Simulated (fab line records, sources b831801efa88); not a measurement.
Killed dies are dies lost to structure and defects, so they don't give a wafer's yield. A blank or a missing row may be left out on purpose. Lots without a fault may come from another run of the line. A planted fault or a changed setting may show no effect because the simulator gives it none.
Problem report in the 8D (eight disciplines) form, filled by code | flow gf180mcu | the parts of the form that need people (team, actions taken, sign-off) are left out

1. THE PROBLEM
NSD_RS at GF_PSD_RS_MEAS_14 reads a mean of 48.10 ohm/sq on 3 wafers of 3 lots; wafers without a fault read 46.12 ohm/sq with a standard deviation of 0.086. That is +23 standard deviations from the usual mean.
The step: measures by four-point-probe.
First seen on wafer L695.3, day 15 13:23, on film_metro-01. The record holds 35 wafers of 12 lots with a number at this step. Rule for "out", or "out of limits": more than 4 standard deviations from the usual mean. The other wafers with a number count as sound.

2. WHAT IT IS AND WHAT IT IS NOT
question                    | is                           | is not
which readings at this step | NSD_RS                       | -
which lots                  | L695, L696, L698             | L691, L692, L704, L705, L706, L710, L711, L713, L714
which wafers of those lots  | L695.3, L696.3, L698.3       | L695.1, L695.4, L696.1, L696.5, L698.5
read on which gauges        | film_metro-01, film_metro-04 | film_metro-03
when                        | from day 15 13:23            | up to then (8 sound wafers); but 24 sound wafers of L696, L698, L704, L705, L706, L710, L711, L713, L714 came after

3. SUSPECTS, AND WHAT RULES EACH OUT
Counting: a tool at a process step up to the reading stays a suspect if it ran every lot that is out. Sound lots after the first of them don't rule it out here, since some wafers of a struck lot are sound.
- the gauge at GF_PSD_RS_MEAS_14: ruled out. The wafers that are out were read on 2 gauges (film_metro-01, film_metro-04).
- rie_diel-02 at GF_HV_LDD_ETCHBACK_58 (etches Si3N4 in CH3F/O2, stops on SiO2, time 100 s, target depth 90 nm): kept. It ran every lot that is out, first L695 (day 13 19:20); its last sound lot up to then is L692 (day 12 19:02).
- rtp_anneal-01 at GF_PSD_RTA_13 (time 20 s): kept. It ran every lot that is out, first L695 (day 15 13:18); its last sound lot up to then is L691 (day 14 02:32). Its own readings are out on those wafers: run_length_s.
Left after counting: rie_diel-02 at GF_HV_LDD_ETCHBACK_58, rtp_anneal-01 at GF_PSD_RTA_13.

4. THE CAUSE (what the simulator had put in)
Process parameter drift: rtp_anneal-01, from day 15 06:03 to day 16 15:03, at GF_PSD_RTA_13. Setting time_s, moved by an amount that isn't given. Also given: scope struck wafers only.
Counting left 2 suspects, and this tool is among them.

5. THE CHAIN OF EFFECTS, in route order
Each row: a reading whose mean over the struck wafers that have a number lies more than 3 standard deviations from the usual. Only readings for which the record gives a usual standard deviation are gone through. hours: the time from each lot's start at the first step in this table that gives one to its start at this step, as a median over the lots. sigmas: the change in usual standard deviations.
hours | step              | reading      | usual         | on struck wafers | change | sigmas
0     | GF_PSD_RTA_13     | run_length_s | 48.6 s        | 41.3             | -7.3   | -15
0     | GF_PSD_RS_MEAS_14 | NSD_RS       | 46.12 ohm/sq  | 48.10            | +1.98  | +23
0     | GF_PSD_RS_MEAS_15 | PSD_RS       | 108.54 ohm/sq | 114.02           | +5.48  | +20
The process steps in it:
- GF_PSD_RTA_13: time 20 s.

6. WHAT WOULD HAVE CAUGHT IT SOONER
In this record the first reading out of limits at a measuring or inspecting step was taken at day 15 13:23, 7 hours after the fault began at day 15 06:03.
The tool's own readings at GF_PSD_RTA_13 were out on every struck wafer that the step has a row for (run_length_s): an alarm limit on them would have fired on the first of those.
Of the lots that are out (3), L696, L698 began GF_PSD_RTA_13 on rtp_anneal-01 after day 15 13:23. A hold on the tool at that time would have spared those 2.
